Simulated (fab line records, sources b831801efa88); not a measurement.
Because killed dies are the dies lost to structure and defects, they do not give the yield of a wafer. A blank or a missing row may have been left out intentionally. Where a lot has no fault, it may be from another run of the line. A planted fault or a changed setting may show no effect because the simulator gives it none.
Problem report, 8D (eight disciplines) form, completed by code ; flow sky130 ; the parts of the form that need people (team, actions taken, sign-off) are left out

## 1. THE ISSUE
cd-nm at SKY_LDD_P_CD_MEAS_07 reads a mean of 417.0 nm on 6 wafers of 2 lots; wafers without a fault read 379.8 nm with a standard deviation of 2.5. Relative to the usual mean, that is a shift of +15 standard deviations.
The step: target cd 380 nm.
First observed at day 19 14:02: wafer L618.2, on cd-sem-02. Wafers with a number at this step in the record: 39, from 13 lots. The rule behind "out" and "out of limits": a value lying over 4 standard deviations away from the usual mean. The rest of the wafers with a number are treated as sound.

## 2. WHAT IT IS; WHAT IT IS NOT
question;is;is not
which readings at this step;cd-nm;-
which lots;L618, L620;L616, L617, L619, L621, L628, L629, L631, L632, L633, L635, L639
which wafers of those lots;all that have a number;-
read on which gauges;cd-sem-01, cd-sem-02;-
when;from day 19 14:02;"up to then (6 sound wafers); but 27 sound wafers of L619, L621, L628, L629, L631, L632, L633, L635, L639 came after"

## 3. THE SUSPECTS, EACH WITH WHAT RULES IT OUT
Counting: a tool stays on the suspect list if, at a process step up to the reading, it processed all lots that are out and no sound lot following the first of them.
- ruled out: the gauge at SKY_LDD_P_CD_MEAS_07. 2 gauges (cd-sem-01, cd-sem-02) read the wafers that are out.
- litho-track-01 at SKY_LDD_P_DEVELOP_06 (develop time 60 s): ruled out as a lasting fault. After its first lot that is out, L618 (day 19 13:54), sound lots L629, L632, L633 ran on it.
Left after counting: nothing in the record.

## 4. THE CAUSE (what the simulator had put in)
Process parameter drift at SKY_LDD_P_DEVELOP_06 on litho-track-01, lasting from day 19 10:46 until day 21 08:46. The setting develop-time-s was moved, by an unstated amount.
Counting ruled it out, wrongly: the rule takes a fault to strike every lot that its tool runs from its start on, and this one did not.

## 5. THE EFFECT CHAIN, in route order
Each row: a reading whose mean over the struck wafers that have a number lies more than 3 standard deviations from the usual. Readings are gone through only where the record gives a usual standard deviation; hours: the median, over the lots, of the time from a lot's start at the first step in this table giving one to that lot's start at this step; sigmas: the change measured in usual standard deviations.
hours;step;reading;usual;on struck wafers;change;sigmas
0;SKY_LDD_P_CD_MEAS_07;cd-nm;379.8 nm;417.0;+37.2;+15

## 6. WHAT WOULD HAVE CAUGHT IT SOONER
Counted from the fault's start at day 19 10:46, it took 3 hours until the first out-of-limits reading at a measuring or inspecting step in this record, taken at day 19 14:02.
